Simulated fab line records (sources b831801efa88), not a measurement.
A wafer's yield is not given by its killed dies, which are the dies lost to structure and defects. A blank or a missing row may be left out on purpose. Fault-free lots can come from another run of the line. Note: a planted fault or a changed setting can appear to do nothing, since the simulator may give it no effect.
Problem report in the 8D (eight disciplines) form, filled by code || flow sky130 || the parts of the form that need people (team, actions taken, sign-off) are left out

1. WHAT WENT WRONG
Across 6 wafers from 2 lots, SD_N_RS at SKY_SD_N_RS_MEAS_16 averages 60.48 ohm/sq, while fault-free wafers read 68.64 ohm/sq with a standard deviation of 0.11. That is -74 standard deviations from the usual mean.
The step: measures by four-point-probe.
Earliest sighting: wafer L771.2 on film_metro-02 at day 32 02:34. At this step, 33 wafers from 11 lots have a number in the record. The rule behind "out" and "out of limits": a value lying over 4 standard deviations away from the usual mean. The other wafers with a number count as sound.

2. WHAT IT IS, AND WHAT IT ISN'T
{"question": "which readings at this step", "is": "SD_N_RS", "is not": "-"}
{"question": "which lots", "is": "L771, L773", "is not": "L760, L762, L764, L766, L769, L770, L772, L778, L780"}
{"question": "which wafers of those lots", "is": "all that have a number", "is not": "-"}
{"question": "read on which gauges", "is": "film_metro-01, film_metro-02", "is not": "-"}
{"question": "when", "is": "from day 32 02:34", "is not": "up to then (18 sound wafers); but 9 sound wafers of L772, L778, L780 came after"}

3. THE SUSPECTS, EACH WITH WHAT RULES IT OUT
Counting: any tool at a process step up to the reading is kept as a suspect provided that every lot that is out went through it and no sound lot did after the first of them.
- the gauge at SKY_SD_N_RS_MEAS_16: ruled out. Those wafers that are out were read across 2 gauges (film_metro-01, film_metro-02).
- rtp_anneal-01 at SKY_SD_N_RTA_14 (time 2 s): kept. Every lot that is out went through it, starting with L771 (day 32 02:23), and after that it ran no sound lot; the last sound lot it ran before then is L769 (day 31 02:02). On those wafers its own readings are out: lamp_power_pct, wafer_temp_C_max.
The count leaves rtp_anneal-01 at SKY_SD_N_RTA_14.

4. THE CAUSE (what the simulator had put in)
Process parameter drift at SKY_SD_N_RTA_14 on rtp_anneal-01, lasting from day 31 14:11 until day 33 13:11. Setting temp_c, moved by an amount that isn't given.
This tool alone remained once counting was done.

5. SEQUENCE OF EFFECTS, ordered by route
Each row: a reading where the mean over the struck wafers with a number is more than 3 standard deviations away from the usual. Only readings whose record carries a usual standard deviation are examined. hours: median over the lots of the time between each lot's start at the first step of this table that gives one and its start at this step. sigmas: the change, counted in usual standard deviations.
{"hours": 0, "step": "SKY_SD_N_RTA_14", "reading": "lamp_power_pct", "usual": "15.74 %", "on struck wafers": 16.76, "change": "+1.02", "sigmas": "+19"}
{"hours": 0, "step": "SKY_SD_N_RTA_14", "reading": "wafer_temp_C_max", "usual": 1078.1, "on struck wafers": 1122.4, "change": "+44.3", "sigmas": "+32"}
{"hours": 0, "step": "SKY_SD_N_RS_MEAS_16", "reading": "SD_N_RS", "usual": "68.64 ohm/sq", "on struck wafers": 60.48, "change": -8.16, "sigmas": -74}
{"hours": 0, "step": "SKY_SD_N_RS_MEAS_17", "reading": "SD_P_RS", "usual": "147.3 ohm/sq", "on struck wafers": 107.8, "change": -39.5, "sigmas": "-99 or more"}
{"hours": 0, "step": "SKY_SD_N_RS_MEAS_18", "reading": "RES_XHIGH_RS", "usual": "333.9 ohm/sq", "on struck wafers": 328.8, "change": -5.1, "sigmas": -4.0}
Its process steps:
- SKY_SD_N_RTA_14: time 2 s.

6. HOW IT WOULD HAVE BEEN CAUGHT EARLIER
The first out-of-limits reading at a measuring or inspecting step in this record came at day 32 02:34, 12 hours after the fault's start at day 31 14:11.
The tool's own readings at SKY_SD_N_RTA_14 were out on every struck wafer that the step has a row for (lamp_power_pct, wafer_temp_C_max): an alarm limit on them would have fired on the first of those.
Lots out: 2; of these, L773 started SKY_SD_N_RTA_14 on rtp_anneal-01 after day 32 02:34. A hold on the tool at that time would have spared it.
